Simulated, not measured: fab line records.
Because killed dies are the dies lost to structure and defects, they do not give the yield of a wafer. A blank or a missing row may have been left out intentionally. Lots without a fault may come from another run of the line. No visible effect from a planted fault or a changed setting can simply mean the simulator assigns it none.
A lot that was struck, set against a sound lot / flow sky130 / 42 steps out of a route of 708
Sound: the wafers L115.4, L115.5, L115.6. Struck: wafer L126.1 (left out: L126.5, a lot-mate that was not struck); the cause follows at the end.
For every step that has rows: the tool of each side, followed by ch and its chambers, followed by its first start. Under that, the readings that differ: sound wafers / struck wafers / difference of the means / sigmas: that difference in standard deviations of wafers without a fault.
alike: words and numbers the same on both sides, and readings whose means are apart by under 2 such deviations; not compared: readings that were withheld, readings missing a value for some wafer, numbers with overlapping values and no deviation given by the record, and bounds like >300 which may hide the same value.
Wherever a step has rows on one side only, a row that says differs or no value, or a row with sigmas, the two part there. Non-overlapping numbers with no deviation appear without sigmas and do not part them. A reading missing from all wafers of one side parts the sides only when that side holds two or more wafers.

first, 5 steps without rows for these wafers: SKY_VIA4_STRIP_14 (strips in post etch residue remover, time 1200 s); SKY_VIA4_CLEAN_15 (cleans in IPA, time 180 s); SKY_VIA4_CLEAN_16 (cleans in O3/DIW); SKY_VIA4_SPUTTER_17 (material TiN, target thk 20 nm, time 80 s); SKY_VIA4_CVD_18 (deposits W, target thk 505 nm, time 152.14 s).
SKY_VIA4_RS_MEAS_19: measurement is done with a four-point probe.
  sound on film-metro-01, day 44 07:53; struck on film-metro-03, day 47 11:43
  alike: VIA4_W_RS
SKY_VIA4_THK_MEAS_20: measures by xrf.
  sound on film-metro-01, day 44 07:59; struck on film-metro-03, day 47 11:50
  alike: VIA4_W_THK
SKY_VIA4_CMP_21: polishes, stops on SiO2, t overpolish 25 s, target thk 0 nm.
  sound on cmp-01 ch 0,1,3, day 44 08:07; struck on cmp-02 ch 3, day 47 12:03
  alike: motor-current-A, overpolish-run-s, time-to-endpoint-s
then, 1 step without rows for these wafers: SKY_METAL5_SPUTTER_00 (material Ti, target thk 15 nm, time 10 s).
SKY_METAL5_SPUTTER_01: material TiN, target thk 20 nm, time 16.7 s.
  sound on pvd-sputter-04, day 44 08:20; struck on pvd-sputter-04, day 47 12:13
  alike: cathode-dc-power-W, throttle-valve-pct
then, 1 step without rows for these wafers: SKY_METAL5_SPUTTER_02 (material AlCu, target thk 1150 nm, time 61.2 s).
SKY_METAL5_SPUTTER_03: material Ti, target thk 5 nm, time 3.3 s.
  sound on pvd-sputter-04, day 44 08:25; struck on pvd-sputter-04, day 47 12:18
  alike: cathode-dc-power-W, throttle-valve-pct
SKY_METAL5_SPUTTER_04: material TiN, target thk 70 nm, time 58.3 s.
  sound on pvd-sputter-04, day 44 08:26; struck on pvd-sputter-04, day 47 12:19
reading=cathode-dc-power-W (W); sound=6499.4 6500.3 6497.9; struck=6501.6; difference=+2.4; sigmas=+2
reading=model.TiN_of_METAL5_SPUTTER_04.thk-nm (nm); sound=69.14 69.56 70.09; struck=101.8; difference=+32.2; sigmas=
  alike: throttle-valve-pct
SKY_METAL5_RS_MEAS_05: measurement is done with a four-point probe.
  sound on film-metro-02, day 44 08:32; struck on film-metro-02, day 47 12:22
  alike: METAL5_ALCU_RS
SKY_METAL5_THK_MEAS_06: measures by xrf.
  sound on film-metro-02, day 44 08:38; struck on film-metro-02, day 47 12:43
reading=METAL5_ALCU_THK (nm); sound=1170 1168 1170; struck=1069; difference=-100; sigmas=-8
  not compared: hold
then, 7 steps without rows for these wafers: SKY_METAL5_HMDS_08 (prime time 60 s); SKY_METAL5_COAT_09 (resist thk 1800 nm); SKY_METAL5_SOFTBAKE_10 (time 60 s); SKY_METAL5_EXPOSE_11 (exposes mask MM5, target cd 1600 nm); SKY_METAL5_PEB_12; SKY_METAL5_DEVELOP_13 (develop time 60 s); SKY_METAL5_DESCUM_14 (chemistry O2, time 11 s).
SKY_METAL5_METAL_ETCH_15: etches the open film in Cl2/BCl3, stops on SiO2, target depth 1260 nm, time 252 s.
  sound on rie-metal-02 ch 0,1, day 45 06:07; struck on rie-metal-02 ch 1, day 48 07:46
reading=rf-hours-counter-h (h); sound=- - -; struck=25; difference=no value on the sound wafers; sigmas=
  alike: drypump-motor-current-A, oes-product-au, throttle-valve-pct
then, 1 step without rows for these wafers: SKY_METAL5_STRIP_16 (strips in O2/N2).
SKY_METAL5_STRIP_17: strips in post etch residue remover, time 1200 s.
  sound on wet-bench-03 ch 1, day 45 06:22; struck on wet-bench-03 ch 2, day 48 08:06
reading=model.TiN_of_METAL5_SPUTTER_04.thk-nm (nm); sound=68.72 69.14 69.67; struck=101.3; difference=+32.1; sigmas=
then, 3 steps without rows for these wafers: SKY_METAL5_CLEAN_18 (cleans in IPA, time 180 s); SKY_METAL5_CLEAN_19 (cleans in O3/DIW); SKY_PASSIVATION_CVD_00 (deposits SiO2, target thk 90 nm).
SKY_PASSIVATION_THK_MEAS_01:
  sound on film-metro-01, day 45 06:55; struck on film-metro-04, day 48 08:41
  alike: PASSIVATION_CVD_00_THK
then, 1 step without rows for these wafers: SKY_PASSIVATION_CVD_02 (deposits Si3N4, target thk 540 nm).
SKY_PASSIVATION_THK_MEAS_03:
  sound on film-metro-01, day 45 07:12; struck on film-metro-04, day 48 09:05
  alike: PASSIVATION_CVD_02_THK
then, 7 steps without rows for these wafers: SKY_PASSIVATION_DEHYDRATE_04 (time 60 s); SKY_PASSIVATION_HMDS_05 (prime time 60 s); SKY_PASSIVATION_COAT_06 (resist thk 3000 nm); SKY_PASSIVATION_SOFTBAKE_07; SKY_PASSIVATION_EXPOSE_08 (exposes mask NSM, target cd 3000 nm); SKY_PASSIVATION_PEB_09; SKY_PASSIVATION_DEVELOP_10 (develop time 60 s).
SKY_PASSIVATION_ETCH_11: etches the open film in CF4/O2, stops on AlCu, target depth 725 nm, time 161.1 s.
  sound on rie-diel-01 ch 0,1,3, day 46 04:34; struck on rie-diel-04 ch 1, day 49 03:53
reading=oes-product-au (a.u.); sound=0.971 0.977 0.982; struck=1.004; difference=+0.027; sigmas=+3
reading=model.PASSIVATION.feature-depth-nm (nm); sound=696 699.9 709.2; struck=735.8; difference=+34.1; sigmas=
  alike: drypump-motor-current-A, throttle-valve-pct
  not compared: rf-hours-counter-h
SKY_PASSIVATION_STRIP_12: strips in O2/N2.
  sound on plasma-asher-03 ch 0,1, day 46 04:42; struck on plasma-asher-01 ch 0, day 49 04:00
reading=rf-hours-counter-h (h); sound=- - -; struck=10; difference=no value on the sound wafers; sigmas=
  alike: drypump-motor-current-A, n2-flow-sccm, oes-product-au, strip-time-to-endpoint-s
then, 1 step without rows for these wafers: SKY_PAD_OPEN_DEHYDRATE_00 (time 60 s).
SKY_PAD_OPEN_ETCH_07: etches the open film in CF4/O2, stops on AlCu, target depth 725 nm, time 161.1 s.
  sound on rie-diel-03 ch 0,1,3, day 47 00:59; struck on rie-diel-01 ch 2, day 49 22:02
reading=oes-product-au (a.u.); sound=0.966 0.975 0.985; struck=0.993; difference=+0.018; sigmas=+2
reading=rf-hours-counter-h (h); sound=- - -; struck=26; difference=no value on the sound wafers; sigmas=
reading=model.PAD_OPEN.feature-depth-nm (nm); sound=696 699.9 710.1; struck=730.9; difference=+28.9; sigmas=
  alike: drypump-motor-current-A, throttle-valve-pct

## WHERE THEY PART
At SKY_METAL5_SPUTTER_04 first; at SKY_PAD_OPEN_ETCH_07 last (within this record only).

WHY: the cause the simulator had injected
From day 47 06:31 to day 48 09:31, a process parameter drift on pvd-sputter-04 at SKY_METAL5_SPUTTER_04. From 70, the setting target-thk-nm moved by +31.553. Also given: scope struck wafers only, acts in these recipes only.
